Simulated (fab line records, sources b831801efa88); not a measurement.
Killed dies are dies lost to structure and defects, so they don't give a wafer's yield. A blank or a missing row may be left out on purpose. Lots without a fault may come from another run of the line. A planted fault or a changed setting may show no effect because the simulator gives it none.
fab line records | flow sky130 | part 2 of 2: steps 26 to 35 of 35
record lots=5 wafers=15 last_day=51
route steps=708 shown CONTACT@412 METAL1@434
lots that met no fault: from a run of the same line without faults
start_h: hours from the record's first day to the start of the lot's first wafer shown | wait_h: hours since the lot's step before | " the same as in the row above | L1.1+2: a row that stands for several wafers | - no value, or no start given | * or withheld: withheld | < > ~ a bound
route shown NAME@n: a module of which the file shows steps, and the number in the route of the first | usual: mean/standard deviation of fault-free wafers | same: alike in all rows | chamber/n: place in a boat | sites: the reading at each site | _std_site: their standard deviation | _edge_site: outer sites' mean less inner sites' | radius_mm: how far each site lies from the wafer's centre | mask NAME#n: copy n | behind: the tool/chamber that last shaped the wafer | hold: why the lot was held/for how many hours/how that ended | device: the transistor (n, p or np) that didn't switch | end of line: the same wafers' tests at the end of the route | a step without rows: its recipe alone | killed: dies lost to structure and defects at the first sort, not the wafer's yield | map: a wafer's dies, x killed, . not, _ none there
set.NAME: the setting as run; set.NAME@STEP: as run at that earlier step | model.NAME: the simulator's own value behind a step, which no gauge read
lots at some steps of the route; a table a step, a row a wafer
services: from which hour (start_h, from the record's first day; less than 0 if before it) a tool's chamber was out of use, for how many hours, and why
## steps
# step SKY_METAL1_SPUTTER_03
# recipe material=Ti target_thk_nm=5 power_w=3000 time_s=3.3 chamber_pressure_pa=0.4
# usual throttle_valve_pct=30.1/1.1
# columns lot.wafer tool chamber start_h wait_h throttle_valve_pct
L079.2 pvd_sputter-01 - 796.27 0.0 32.1
L079.4 " - " " 31.2
L079.5 " - " " 31.9
L092.1 pvd_sputter-02 - 894.02 0.0 29.5
L092.2 " - " " 29.3
L092.6 " - " " 29.3
L093.1 pvd_sputter-01 - 904.44 0.0 31.7
L093.2 " - " " 31.4
L093.3 " - " " 31.5
L094.1 pvd_sputter-02 - 907.66 0.0 28.9
L094.2 " - " " 29.1
L094.6 " - " " 29.4
L097.1 pvd_sputter-01 - 919.98 0.0 31.0
L097.2 " - " " 31.4
L097.5 " - " " 31.2
# step SKY_METAL1_SPUTTER_04
# recipe material=TiN target_thk_nm=70 power_w=6500 time_s=58.3 chamber_pressure_pa=0.4
# usual throttle_valve_pct=30.1/1.2
# columns lot.wafer tool chamber start_h wait_h throttle_valve_pct
L079.2 pvd_sputter-01 - 796.29 0.0 31.7
L079.4 " - " " 31.0
L079.5 " - " " 32.2
L092.1 pvd_sputter-02 - 894.04 0.0 29.7
L092.2 " - " " 29.1
L092.6 " - " " 29.0
L093.1 pvd_sputter-01 - 904.46 0.0 31.9
L093.2 " - " " 31.4
L093.3 " - " " 31.2
L094.1 pvd_sputter-02 - 907.68 0.0 28.8
L094.2 " - " " 29.3
L094.6 " - " " 29.2
L097.1 pvd_sputter-01 - 920.00 0.0 31.1
L097.2 " - " " 31.4
L097.5 " - " " 31.1
# step SKY_METAL1_RS_MEAS_05
# recipe thk_meas_gauge=four-point-probe reads=TiN_of_METAL1_SPUTTER_04+Ti_of_METAL1_SPUTTER_03+AlCu_of_METAL1_SPUTTER_02+TiN_of_METAL1_SPUTTER_01+Ti_of_METAL1_SPUTTER_00
# usual METAL1_ALCU_RS=0.1275/0.0016
# columns lot.wafer tool chamber start_h wait_h METAL1_ALCU_RS[ohm/sq]
L079.2 film_metro-03 - 796.36 0.0 0.1280
L079.4 " - " " 0.1270
L079.5 " - " " 0.1275
L092.1 film_metro-01 - 894.09 0.0 0.1306
L092.2 " - " " 0.1285
L092.6 " - " " 0.1293
L093.1 film_metro-02 - 904.51 0.0 0.1266
L093.2 " - " " 0.1273
L093.3 " - " " 0.1265
L094.1 film_metro-01 - 907.73 0.0 0.1282
L094.2 " - " " 0.1287
L094.6 " - " " 0.1293
L097.1 film_metro-03 - 920.05 0.0 0.1281
L097.2 " - " " 0.1293
L097.5 " - " " 0.1279
# step SKY_METAL1_THK_MEAS_06
# recipe thk_meas_gauge=xrf reads=AlCu_of_METAL1_SPUTTER_02
# usual METAL1_ALCU_THK=252/3.5
# columns lot.wafer tool chamber start_h wait_h METAL1_ALCU_THK[nm]
L079.2 film_metro-03 - 796.47 0.1 252
L079.4 " - " " 253
L079.5 " - " " 251
L092.1 film_metro-01 - 894.21 0.1 247
L092.2 " - " " 250
L092.6 " - " " 248
L093.1 film_metro-02 - 904.63 0.1 251
L093.2 " - " " 248
L093.3 " - " " 252
L094.1 film_metro-01 - 907.85 0.1 252
L094.2 " - " " 250
L094.6 " - " " 250
L097.1 film_metro-03 - 920.17 0.1 249
L097.2 " - " " 248
L097.5 " - " " 252
# step SKY_METAL1_DEHYDRATE_07
# recipe temp_c=200 time_s=60
# usual exhaust_pa=45.0/0.91
# columns lot.wafer tool chamber start_h wait_h exhaust_pa
L079.2 litho_track-03 0 809.47 13.0 45.5
L079.4 " 0 " " 47.2
L079.5 " 0 " " 47.4
L092.1 litho_track-04 0 906.49 12.3 45.3
L092.2 " 0 " " 43.7
L092.6 " 0 " " 43.9
L093.1 litho_track-02 0 917.27 12.6 44.0
L093.2 " 0 " " 46.1
L093.3 " 0 " " 44.7
L094.1 litho_track-03 0 919.69 11.8 43.7
L094.2 " 0 " " 44.5
L094.6 " 0 " " 44.6
L097.1 litho_track-02 0 931.87 11.7 45.7
L097.2 " 0 " " 45.7
L097.5 " 0 " " 45.8
# step SKY_METAL1_HMDS_08
# recipe prime_time_s=60 prime_temp_c=120
# usual exhaust_pa=44.9/0.85
# columns lot.wafer tool chamber start_h wait_h exhaust_pa
L079.2 litho_track-03 0 809.62 0.1 45.8
L079.4 " 0 " " 45.2
L079.5 " 0 " " 46.0
L092.1 litho_track-04 0 906.64 0.1 44.9
L092.2 " 0 " " 44.3
L092.6 " 0 " " 44.3
L093.1 litho_track-02 0 917.42 0.1 43.6
L093.2 " 0 " " 44.7
L093.3 " 0 " " 44.3
L094.1 litho_track-03 0 919.84 0.1 45.6
L094.2 " 0 " " 45.4
L094.6 " 0 " " 44.1
L097.1 litho_track-02 0 932.02 0.1 45.3
L097.2 " 0 " " 44.8
L097.5 " 0 " " 44.5
# step SKY_METAL1_COAT_09
# recipe resist=BARC temp_c=withheld time_s=withheld spin_rpm=3000 resist_thk_nm=60
# usual exhaust_pa=44.9/0.84
# columns lot.wafer tool chamber start_h wait_h exhaust_pa
L079.2 litho_track-03 0 809.77 0.1 42.6
L079.4 " 0 " " 44.4
L079.5 " 0 " " 46.3
L092.1 litho_track-04 0 906.79 0.1 45.3
L092.2 " 0 " " 46.0
L092.6 " 0 " " 44.8
L093.1 litho_track-02 0 917.57 0.1 44.8
L093.2 " 0 " " 44.5
L093.3 " 0 " " 45.0
L094.1 litho_track-03 0 919.99 0.1 44.6
L094.2 " 0 " " 44.8
L094.6 " 0 " " 45.2
L097.1 litho_track-02 0 932.17 0.1 45.1
L097.2 " 0 " " 45.8
L097.5 " 0 " " 45.8
# step SKY_METAL1_COAT_10
# recipe resist=KrF-thick spin_rpm=3000 resist_thk_nm=450
# usual exhaust_pa=45.1/0.82
# columns lot.wafer tool chamber start_h wait_h exhaust_pa
L079.2 litho_track-03 0 - - 45.1
L079.4 " 0 " " 45.2
L079.5 " 0 " " 46.3
L092.1 litho_track-04 0 - - 44.9
L092.2 " 0 " " 46.2
L092.6 " 0 " " 44.5
L093.1 litho_track-02 0 - - 45.4
L093.2 " 0 " " 45.0
L093.3 " 0 " " 44.8
L094.1 litho_track-03 0 - - 45.1
L094.2 " 0 " " 45.5
L094.6 " 0 " " 44.9
L097.1 litho_track-02 0 - - 44.6
L097.2 " 0 " " 45.0
L097.5 " 0 " " 44.9
# step SKY_METAL1_SOFTBAKE_11
# recipe temp_c=100 time_s=90 resist=KrF-thick
# usual exhaust_pa=45.1/0.94
# columns lot.wafer tool chamber start_h wait_h exhaust_pa
L079.2 litho_track-03 0 - - 44.6
L079.4 " 0 " " 43.8
L079.5 " 0 " " 44.5
L092.1 litho_track-04 0 - - 43.6
L092.2 " 0 " " 43.7
L092.6 " 0 " " 43.9
L093.1 litho_track-02 0 - - 44.0
L093.2 " 0 " " 44.0
L093.3 " 0 " " 44.5
L094.1 litho_track-03 0 - - 47.1
L094.2 " 0 " " 46.4
L094.6 " 0 " " 45.4
L097.1 litho_track-02 0 - - 45.0
L097.2 " 0 " " 46.3
L097.5 " 0 " " 45.5
# step SKY_METAL1_EXPOSE_12
# recipe mask_id=MM1 na=0.8 source_shape=annular sigma_inner=0.55 sigma_outer=0.85 target_cd_nm=140 dose_mj=28
# usual focus_offset_nm=0.1/0.52
# same sigma_outer=0.85
# columns lot.wafer tool chamber start_h wait_h mask focus_offset_nm
L079.2 krf_scanner-01 0 - - MM1#0 0.8
L079.4 " 0 " " MM1#0 0.4
L079.5 " 0 " " MM1#0 0.7
L092.1 krf_scanner-02 0 - - MM1#0 0.7
L092.2 " 0 " " MM1#0 -0.3
L092.6 " 0 " " MM1#0 0.4
L093.1 krf_scanner-02 0 - - MM1#0 -1.1
L093.2 " 0 " " MM1#0 -0.5
L093.3 " 0 " " MM1#0 -0.8
L094.1 krf_scanner-01 0 - - MM1#0 -0.9
L094.2 " 0 " " MM1#0 -0.1
L094.6 " 0 " " MM1#0 -0.1
L097.1 krf_scanner-01 0 - - MM1#0 0.3
L097.2 " 0 " " MM1#0 0.7
L097.5 " 0 " " MM1#0 0.1
## services
# columns tool chamber start_h hours kind
krf_scanner-01 - 759.45 6.3 repair
krf_scanner-02 - 766.40 0.8 pm
pvd_sputter-02 - 769.51 2.3 repair
cmp-02 - 773.32 1.6 repair
krf_scanner-02 - 775.19 1.3 pm
rie_diel-01 1 779.37 3.6 repair
rie_diel-02 2 783.51 3.7 repair
plasma_asher-03 - 788.62 0.7 repair
plasma_asher-03 - 792.67 2.2 repair
krf_scanner-01 - 794.79 3.8 repair
krf_scanner-02 - 801.80 0.8 pm
rie_diel-02 2 802.92 45.2 repair
krf_scanner-01 - 822.88 1.8 repair
krf_scanner-02 - 826.14 1.0 pm
rie_diel-01 2 834.36 16.5 repair
rie_diel-03 - 839.53 4.9 repair
cmp-02 - 844.01 6.1 repair
plasma_asher-03 - 846.60 2.8 pm
rie_diel-03 3 858.05 14.4 repair
cvd_w-02 - 862.20 14.6 pm
cmp-02 - 862.74 19.6 pm
rie_diel-01 0 864.29 14.0 repair
krf_scanner-01 - 878.21 1.3 pm
wet_bench-01 - 911.69 1.0 repair
